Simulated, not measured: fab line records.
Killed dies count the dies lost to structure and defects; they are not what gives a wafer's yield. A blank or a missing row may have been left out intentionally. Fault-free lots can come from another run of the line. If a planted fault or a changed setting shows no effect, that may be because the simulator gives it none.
A lot that was struck, set against a sound lot	flow sky130	33 steps out of a route of 708
Sound: these wafers, L342.2, L342.4, L342.6. Wafers L347.1, L347.4, L347.6 were the ones struck. The cause comes at the end.
Order at every step that has rows: each side's tool, ch and its chambers, its first start. Under that, the readings that differ: sound wafers	struck wafers	difference of the means	sigmas: that difference in standard deviations of wafers without a fault.
alike: readings with means less than 2 such deviations apart, plus words and numbers identical on both sides. not compared: withheld readings, readings lacking a value on some wafer, bounds such as >300 that could conceal the same value, and numbers that have no deviation in the record and whose values overlap.
Wherever a step has rows on one side only, a row that says differs or no value, or a row with sigmas, the two part there. Numbers that don't overlap but have no deviation are shown without sigmas and don't part them. Lack of a reading on every wafer of one side parts them only where that side has two or more wafers.

first, 4 steps without rows for these wafers: SKY_LOCAL_INTERCONNECT_SOFTBAKE_07 (time 90 s); SKY_LOCAL_INTERCONNECT_EXPOSE_08 (exposes mask LI1M, target cd 170 nm); SKY_LOCAL_INTERCONNECT_PEB_09; SKY_LOCAL_INTERCONNECT_DEVELOP_10 (develop time 60 s).
SKY_LOCAL_INTERCONNECT_CD_MEAS_11: target cd 170 nm.
  sound on cdSem-01 at day 31 02:02; struck on cdSem-02 at day 32 16:49
  alike: cdNm
SKY_LOCAL_INTERCONNECT_OVL_MEAS_12:
  sound on overlay-02 at day 31 02:08; struck on overlay-02 at day 32 16:56
  alike: LOCAL_INTERCONNECT_OVL
SKY_LOCAL_INTERCONNECT_ETCH_13: etches BARC in N2/H2, stops on SiO2, time 45.9 s, target depth 60 nm.
  sound on rieMetal-03 ch 0,1, day 31 02:10; struck on rieMetal-03 ch 0, day 32 16:58
  alike: drypumpMotorCurrentA, oesProductAu, throttleValvePct
  not compared: rfHoursCounterH
then, 1 step without rows for these wafers: SKY_LOCAL_INTERCONNECT_METAL_ETCH_14 (etches TiN in Cl2/BCl3, stops on PSG, target depth 110 nm, time 31.4 s).
SKY_LOCAL_INTERCONNECT_STRIP_15: strips in O2/N2.
  sound on plasmaAsher-03 ch 0,1, day 31 02:17; struck on plasmaAsher-02 ch 0,1, day 32 17:05
  alike: drypumpMotorCurrentA, oesProductAu, stripTimeToEndpointS
  not compared: rfHoursCounterH
then, 3 steps without rows for these wafers: SKY_LOCAL_INTERCONNECT_STRIP_16 (strips in post etch residue remover, time 1200 s); SKY_LOCAL_INTERCONNECT_CLEAN_17 (cleans in IPA, time 180 s); SKY_LOCAL_INTERCONNECT_CLEAN_18 (cleans in O3/DIW).
SKY_CONTACT_CVD_00: deposits Si3N4, target thk 75 nm.
  sound on pecvd-03 ch 1,2, day 31 02:56; struck on pecvd-03 ch 0,2, day 32 17:50
  alike: heaterPowerOuterW, heaterPowerW
SKY_CONTACT_THK_MEAS_01:
  sound on filmMetro-03 at day 31 02:59; struck on filmMetro-02 at day 32 17:52
reading	sound	struck	difference	sigmas
CONTACT_CVD_00_THK (nm)	74.0 75.6 75.9	64.0 65.2 65.5	-10.3	-13
then, 1 step without rows for these wafers: SKY_CONTACT_HDPCVD_02 (deposits SiO2, target thk 565 nm, time 94.2 s).
SKY_CONTACT_THK_MEAS_03:
  sound on filmMetro-02 at day 31 03:07; struck on filmMetro-03 at day 32 18:00
  alike: CONTACT_HDPCVD_THK
then, 1 step without rows for these wafers: SKY_CONTACT_CMP_04 (polishes SiO2).
SKY_CONTACT_BOW_MEAS_05:
  sound on filmMetro-02 at day 31 03:29; struck on filmMetro-02 at day 32 18:22
  alike: CONTACT_BOW
then, 8 steps without rows for these wafers: SKY_CONTACT_DEHYDRATE_06 (time 60 s); SKY_CONTACT_HMDS_07 (prime time 60 s); SKY_CONTACT_COAT_08 (resist thk 60 nm); SKY_CONTACT_COAT_09 (resist thk 450 nm); SKY_CONTACT_SOFTBAKE_10 (time 90 s); SKY_CONTACT_EXPOSE_11 (exposes mask CTM1, target cd 170 nm); SKY_CONTACT_PEB_12; SKY_CONTACT_DEVELOP_13 (develop time 60 s).
SKY_CONTACT_CD_MEAS_14: target cd 170 nm.
  sound on cdSem-01 at day 32 07:53; struck on cdSem-01 at day 33 20:41
  alike: cdNm
SKY_CONTACT_OVL_MEAS_15:
  sound on overlay-01 at day 32 07:59; struck on overlay-01 at day 33 20:48
  alike: CONTACT_OVL
SKY_CONTACT_ETCH_16: etches BARC in N2/H2, stops on SiO2, time 45.9 s, target depth 60 nm.
  sound on rieDiel-01 ch 0,3, day 32 08:01; struck on rieDiel-02 ch 0,2, day 33 20:50
  alike: drypumpMotorCurrentA, oesProductAu, throttleValvePct
  not compared: rfHoursCounterH
SKY_CONTACT_ETCH_17: etches SiO2 in C4F8/O2/Ar, stops on Si3N4, target depth 340 nm.
  sound on rieDiel-01 ch 0,3, day 32 08:04; struck on rieDiel-02 ch 0,2, day 33 20:53
  alike: oesProductAu
SKY_CONTACT_ETCH_18: etches Si3N4 in CHF3/O2, stops on TiN, time 39 s, target depth 75 nm.
  sound on rieDiel-01 ch 0,3; struck on rieDiel-02 ch 0,2
reading	sound	struck	difference	sigmas
oesProductAu (a.u.)	0.849 0.860 0.857	0.775 0.796 0.795	-0.067	-10
  alike: drypumpMotorCurrentA, throttleValvePct
  not compared: rfHoursCounterH
SKY_CONTACT_STRIP_19: strips in O2/N2.
  sound on plasmaAsher-01 ch 0, day 32 08:09; struck on plasmaAsher-01 ch 0,1, day 33 20:58
  alike: drypumpMotorCurrentA, oesProductAu, stripTimeToEndpointS
  not compared: rfHoursCounterH
-- the record jumps here: 14 days lie between the struck wafers' starts before and after (it left off in module CONTACT and takes up again in module PAD_OPEN, whose first step shown is number 708 of the route) --
SKY_PAD_OPEN_PROBE_99:
  sound on prober-02 at day 46 08:07; struck on prober-01 at day 47 10:12
  alike: killed_at_M0_to_M3, killed_at_M4_up, killedAtContacts, killedAtFrontEnd, killedAtOther, killedDies, killedOpen, killedShort

== WHERE THEY PART ==
Last at SKY_CONTACT_ETCH_18 as far as this record goes, first at SKY_CONTACT_THK_MEAS_01. Later steps at which nothing parts them and some readings are alike: SKY_CONTACT_STRIP_19, SKY_PAD_OPEN_PROBE_99.

WHY: what the simulator had put in
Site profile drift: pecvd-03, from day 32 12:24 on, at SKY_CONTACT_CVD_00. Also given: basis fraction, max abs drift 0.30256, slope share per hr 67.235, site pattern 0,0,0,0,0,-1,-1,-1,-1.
